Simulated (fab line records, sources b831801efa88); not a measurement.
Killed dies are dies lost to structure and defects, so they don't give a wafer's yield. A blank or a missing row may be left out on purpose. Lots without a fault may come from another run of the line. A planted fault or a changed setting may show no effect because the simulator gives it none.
Problem report in the 8D (eight disciplines) form, filled by code | flow sfq_line | the parts of the form that need people (team, actions taken, sign-off) are left out

1. THE PROBLEM
spin_speed_rpm at SFQ_TRILAYER_M2_LITHO_COAT_062 reads a mean of 3190.4 rpm on 6 wafers of 2 lots; wafers without a fault read 3000.3 rpm with a standard deviation of 1.8. That is +99 or more standard deviations from the usual mean.
The step: resist thk 62 nm.
First seen on wafer L679.2, day 34 07:14, on litho_track-03. The record holds 42 wafers of 14 lots with a number at this step. Rule for "out", or "out of limits": more than 4 standard deviations from the usual mean. The other wafers with a number count as sound.

2. WHAT IT IS AND WHAT IT IS NOT
question                    | is                     | is not
which readings at this step | spin_speed_rpm         | -
which lots                  | L679, L680             | L657, L658, L661, L662, L663, L664, L665, L666, L667, L669, L670, L674
which wafers of those lots  | all that have a number | -
read on which tools         | litho_track-03         | litho_track-01
when                        | from day 34 07:14      | up to then (36 sound wafers)

3. SUSPECTS, AND WHAT RULES EACH OUT
Counting: a tool at a process step up to the reading stays a suspect if it ran every lot that is out and no sound lot after the first of them.
- litho_track-03 at SFQ_TRILAYER_M2_LITHO_COAT_062 (resist thk 62 nm): kept. It ran every lot that is out, first L679 (day 34 07:14), and no sound lot after that; its last sound lot up to then is L669 (day 28 19:41). Its own readings are out on those wafers: spin_speed_rpm.
Left after counting: litho_track-03 at SFQ_TRILAYER_M2_LITHO_COAT_062.

4. THE CAUSE (what the simulator had put in)
Process parameter drift: litho_track-03, from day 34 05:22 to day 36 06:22, at SFQ_TRILAYER_M2_LITHO_COAT_062. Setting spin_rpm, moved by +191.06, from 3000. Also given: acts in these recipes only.
Counting left only this tool.

5. THE CHAIN OF EFFECTS, in route order
Each row: a reading whose mean over the struck wafers that have a number lies more than 3 standard deviations from the usual. Only readings for which the record gives a usual standard deviation are gone through. hours: the time from each lot's start at the first step in this table that gives one to its start at this step, as a median over the lots. sigmas: the change in usual standard deviations.
hours | step                           | reading        | usual      | on struck wafers | change | sigmas
0     | SFQ_TRILAYER_M2_LITHO_COAT_062 | spin_speed_rpm | 3000.3 rpm | 3190.4           | +190.1 | +99 or more
The process steps in it:
- SFQ_TRILAYER_M2_LITHO_COAT_062: resist thk 62 nm.

6. WHAT WOULD HAVE CAUGHT IT SOONER
In this record the first reading out of limits was taken at day 34 07:14, 2 hours after the fault began at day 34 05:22.
